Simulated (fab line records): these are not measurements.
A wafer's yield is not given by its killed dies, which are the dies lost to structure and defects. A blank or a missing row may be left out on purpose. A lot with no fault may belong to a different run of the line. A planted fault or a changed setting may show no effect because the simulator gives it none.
Comparing a struck lot with a sound one ; flow sky130 ; 14 steps out of a route of 708
Sound: these wafers, L480.2, L480.3, L480.4. Wafers L473.2, L473.3, L473.4 were the ones struck. The cause is given at the end.
Order at every step that has rows: each side's tool, ch and its chambers, its first start. Under that, the readings that differ: sound wafers ; struck wafers ; difference of the means ; sigmas: that difference in standard deviations of wafers without a fault.
alike: words and numbers the same on both sides, and readings whose means are apart by under 2 such deviations; not compared: readings that were withheld, readings missing a value for some wafer, numbers with overlapping values and no deviation given by the record, and bounds like >300 which may hide the same value.
Wherever a step has rows on one side only, a row that says differs or no value, or a row with sigmas, the two part there. Non-overlapping numbers with no deviation appear without sigmas and do not part them. Lack of a reading on every wafer of one side parts them only where that side has two or more wafers.

first, 4 steps without rows for these wafers: SKY_VIA2_SOFTBAKE_08 (time 90 s); SKY_VIA2_EXPOSE_09 (exposes mask VIM2, target cd 200 nm); SKY_VIA2_PEB_10; SKY_VIA2_DEVELOP_11 (develop time 60 s).
SKY_VIA2_CD_MEAS_12: the cd target is 200 nm.
  sound on cdSem-01 at day 43 06:02; struck on cdSem-01 at day 40 03:22
  alike: cdNm
SKY_VIA2_OVL_MEAS_13:
  sound on overlay-01 at day 43 06:08; struck on overlay-01 at day 40 03:28
  alike: VIA2_OVL
SKY_VIA2_ETCH_14: etches BARC in N2/H2, stops on SiO2, time 45.9 s, target depth 60 nm.
  sound on rieDiel-02 ch 0,1, day 43 06:10; struck on rieDiel-04 ch 0,1,3, day 40 03:30
  alike: drypumpMotorCurrentA, oesProductAu, throttleValvePct
  not compared: rfHoursCounterH
SKY_VIA2_ETCH_15: etches SiO2 in C4F8/O2/Ar, stops on TiN, target depth 546 nm, time 84 s.
  sound on rieDiel-02 ch 0,1, day 43 06:14; struck on rieDiel-04 ch 0,1,3, day 40 03:33
  alike: oesProductAu
  not compared: rfHoursCounterH
SKY_VIA2_STRIP_16: strips in O2/N2.
  sound on plasmaAsher-02 ch 0,1, day 43 06:20; struck on plasmaAsher-01 ch 0,1, day 40 03:37
reading;sound;struck;difference;sigmas
drypumpMotorCurrentA (A);5.4 5.5 5.4;6.5 6.4 6.5;+1.0;+2
  alike: oesProductAu, stripTimeToEndpointS
  not compared: rfHoursCounterH
then, 3 steps without rows for these wafers: SKY_VIA2_STRIP_17 (strips in post etch residue remover, time 1200 s); SKY_VIA2_CLEAN_18 (cleans in IPA, time 180 s); SKY_VIA2_CLEAN_19 (cleans in O3/DIW).
SKY_VIA2_SPUTTER_20: material TiN, target thk 20 nm, time 80 s.
  sound on pvdSputter-04 at day 43 06:55; struck on pvdSputter-04 at day 40 04:12
  no value came back on the struck wafers for cathodeDcPowerW (W), chamberPressurePa (Pa), throttleValvePct (%); on the sound wafers cathodeDcPowerW (W) reads 3999.7 4000.6 3999.9
SKY_VIA2_CVD_21: deposits W, target thk 420 nm, time 126.4 s.
  sound on cvdW-01 ch 0,1, day 43 06:59; struck on cvdW-01 ch 0,1, day 40 04:16
  alike: heaterPowerW

WHERE THEY PART
Last at SKY_VIA2_SPUTTER_20 as far as this record goes, first at SKY_VIA2_STRIP_16. Later steps at which nothing parts them and some readings are alike: SKY_VIA2_CVD_21.

WHY: what the simulator had put in
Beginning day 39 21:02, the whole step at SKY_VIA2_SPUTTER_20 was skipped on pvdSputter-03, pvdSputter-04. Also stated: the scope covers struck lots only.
